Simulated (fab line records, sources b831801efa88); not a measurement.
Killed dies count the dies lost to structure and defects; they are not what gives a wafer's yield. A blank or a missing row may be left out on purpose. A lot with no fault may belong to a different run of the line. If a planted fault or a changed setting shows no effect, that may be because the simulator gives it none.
Chamber matching | flow gf180mcu | rie si-02 running GF_STI_ETCH_14: 4 sister chambers
The step etches Si in HBr/Cl2/O2, target depth 360 nm, time 102.9 s. 4 wafers are shown with their chamber, then 8 later ones without.

EACH WAFER AND ITS CHAMBER
wafer  | chamber | oes product au (a.u.)
L435.2 | 1       | 1.012
L435.3 | 3       | 1.013
L435.4 | 2       | 0.999
L440.2 | 0       | 1.004

WAFERS WITHOUT THEIR CHAMBER
wafer  | oes product au (a.u.)
L440.5 | 0.991
L440.6 | 1.015
L441.1 | 1.005
L441.2 | 1.024
L441.6 | 1.004
L442.3 | 1.018
L442.4 | 0.989
L442.6 | 1.010

WHICH CHAMBER EACH WENT THROUGH
wafer  | from the rows above               | in truth
L440.5 | can't be placed: 2 or 0           | 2
L440.6 | can't be placed: 3 or 1 or 0      | 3
L441.1 | can't be placed: 0 or 2 or 1 or 3 | 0
L441.2 | can't be placed: 3 or 1 or 0      | 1
L441.6 | can't be placed: 0 or 2 or 1 or 3 | 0
L442.3 | can't be placed: 3 or 1 or 0      | 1
L442.4 | can't be placed: 2 or 0           | 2
L442.6 | can't be placed: 1 or 3 or 0 or 2 | 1
Correctly placed: 0 of 8. Cannot be placed on the basis of these rows: 8; the candidates contain the true chamber in 8. Number placed wrongly: 0.
How it was worked out, from the rows above alone: a wafer's distance from a chamber is the root of the sum, over the readings, of the square of ((its reading less the chamber's mean) divided by the reading's scatter). The wafer belongs to the nearest chamber; if the next one is less than 2 further off, it can't be placed. The mean given for a chamber averages the wafers shown for that chamber. The scatter: with one shown wafer a chamber, the root of the mean of the squares of how far each hidden wafer lies from its nearest shown one.
